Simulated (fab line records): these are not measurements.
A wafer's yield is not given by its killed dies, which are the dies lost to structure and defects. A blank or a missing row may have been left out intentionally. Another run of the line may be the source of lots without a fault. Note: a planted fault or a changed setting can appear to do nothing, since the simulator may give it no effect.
Problem report, 8D (eight disciplines) form, completed by code / flow gf180mcu / the parts of the form that need people (team, actions taken, sign-off) are left out

== 1. THE PROBLEM ==
At GF_M1_CD_MEAS_14, cdNm averages 213.4 nm over 6 wafers from 2 lots, while fault-free wafers read 230.0 nm, standard deviation 1.1. Measured from the usual mean, that is -15 standard deviations.
The step: target cd 230 nm.
Seen first at day 23 05:55 on cdSem-02, wafer L124.2. At this step, 36 wafers from 12 lots have a number in the record. Rule for "out" (also "out of limits"): further than 4 standard deviations from the usual mean. The other wafers with a number count as sound.

== 2. WHAT IT IS, AND WHAT IT ISN'T ==
question=which readings at this step | is=cdNm | is not=-
question=which lots | is=L124, L125 | is not=L108, L110, L112, L115, L116, L117, L119, L121, L130, L131
question=which wafers of those lots | is=all that have a number | is not=-
question=read on which gauges | is=cdSem-02 | is not=cdSem-01
question=when | is=from day 23 05:55 | is not=up to then (24 sound wafers); but 6 sound wafers of L130, L131 came after

== 3. WHAT RULES OUT EACH SUSPECT ==
Counting: a tool at any process step up to the reading remains a suspect when it ran all the lots that are out and ran no sound lot after the first of those.
- the gauge at GF_M1_CD_MEAS_14: kept. All the wafers that are out were read on cdSem-02, and no step on other tools shows them out.
- cmp-02 at GF_CONTACT_CMP_04 (polishes SiO2): ruled out as a lasting fault. After its first lot that is out, L124 (day 21 05:44), sound lots L130, L131 ran on it.
- krfScanner-01 at GF_M1_EXPOSE_11 (exposes mask Metal1, target cd 230 nm): kept. Every lot that is out went through it, starting with L124 (day 22 18:25), and after that it ran no sound lot; the last sound lot it ran before then is L121 (day 21 19:55).
Left after counting: krfScanner-01 at GF_M1_EXPOSE_11, cdSem-02 at GF_M1_CD_MEAS_14.

== 4. THE CAUSE (what the simulator had put in) ==
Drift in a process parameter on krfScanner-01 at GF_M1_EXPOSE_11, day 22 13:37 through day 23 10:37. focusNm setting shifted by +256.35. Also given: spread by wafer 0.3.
After counting, 2 suspects remain, this tool included.

== 5. THE CHAIN OF EFFECTS, in route order ==
One row per reading whose mean, taken over the struck wafers that have a number, lies over 3 standard deviations from the usual. Only readings for which the record gives a usual standard deviation are gone through. hours: the time from each lot's start at the first step in this table that gives one to its start at this step, as a median over the lots. sigmas: the change in usual standard deviations.
hours=0; step=GF_M1_CD_MEAS_14; reading=cdNm; usual=230.0 nm; on struck wafers=213.4; change=-16.6; sigmas=-15

== 6. WHAT WOULD HAVE CAUGHT IT SOONER ==
In this record the first reading out of limits at a measuring or inspecting step was taken at day 23 05:55, 16 hours after the fault began at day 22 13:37.
By day 23 05:55 the whole set of lots that are out, 2 in number, had already begun GF_M1_EXPOSE_11 on krfScanner-01. Tool hold at that time: it would have spared none of them.
